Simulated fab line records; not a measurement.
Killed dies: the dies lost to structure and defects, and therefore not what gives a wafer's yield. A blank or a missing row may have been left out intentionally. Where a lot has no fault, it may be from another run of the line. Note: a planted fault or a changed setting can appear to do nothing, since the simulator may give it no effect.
A struck lot beside a sound one	flow gf180mcu	14 steps out of a route of 602
Sound: these wafers, L648.2, L648.5, L648.6. Wafers L649.3, L649.4, L649.5 were the ones struck. The cause is given at the end.
Per side, at each step with rows, come the tool, then ch with its chambers, and then its first start. Under that, the readings that differ: sound wafers	struck wafers	difference of the means	sigmas: that difference in standard deviations of wafers without a fault.
alike: words and numbers the same on both sides, and readings whose means are apart by under 2 such deviations; not compared: readings that were withheld, readings missing a value for some wafer, numbers with overlapping values and no deviation given by the record, and bounds like >300 which may hide the same value.
Wherever a step has rows on one side only, a row that says differs or no value, or a row with sigmas, the two part there. Numbers that don't overlap but have no deviation are shown without sigmas and don't part them. A reading that every wafer of one side lacks parts them only if that side has two wafers or more.

first, 3 steps without rows for these wafers: GF_NWELL_EXPOSE_04 (exposes mask Nwell, target cd 860 nm); GF_NWELL_PEB_05; GF_NWELL_DEVELOP_06 (develop time 60 s).
GF_NWELL_OVL_MEAS_07:
  sound: overlay-02 at day 8 12:02; struck: overlay-01 at day 8 10:51
  alike: NWELL_OVL
then, 2 steps without rows for these wafers: GF_NWELL_IMPLANT_08; GF_NWELL_IMPLANT_09.
GF_NWELL_STRIP_10: strips in O2/N2.
  sound on plasma asher-01 ch 0,1, day 8 12:22; struck on plasma asher-02 ch 0,1, day 8 11:13
  alike: drypump motor current A, heater power w, oes product au, strip time to endpoint s
  not compared: rf hours counter h
GF_NWELL_TW_MEAS_11:
  sound: film metro-03 at day 8 12:28; struck: film metro-03 at day 8 11:17
  alike: NWELL_TW
then, 4 steps without rows for these wafers: GF_LVPWELL_DEHYDRATE_00 (time 60 s); GF_LVPWELL_HMDS_01 (prime time 60 s); GF_LVPWELL_COAT_02 (resist thk 3000 nm); GF_LVPWELL_SOFTBAKE_03.
GF_LVPWELL_EXPOSE_04: exposes mask LVPWELL, target cd 600 nm.
  struck on iline stepper-02, day 8 19:23; sound on iline stepper-02 ch 0, day 8 20:46
  no value came back on the struck wafers for exposure dose mJ cm2, focus offset nm (nm); on the sound wafers exposure dose mJ cm2 reads 260.14 260.08 260.30
  alike: mask
after that, 1 step had no rows for these wafers: GF_LVPWELL_PEB_05.

## WHERE THEY PART
Within this record, at GF_LVPWELL_EXPOSE_04 only.

WHY: whatever the simulator had introduced
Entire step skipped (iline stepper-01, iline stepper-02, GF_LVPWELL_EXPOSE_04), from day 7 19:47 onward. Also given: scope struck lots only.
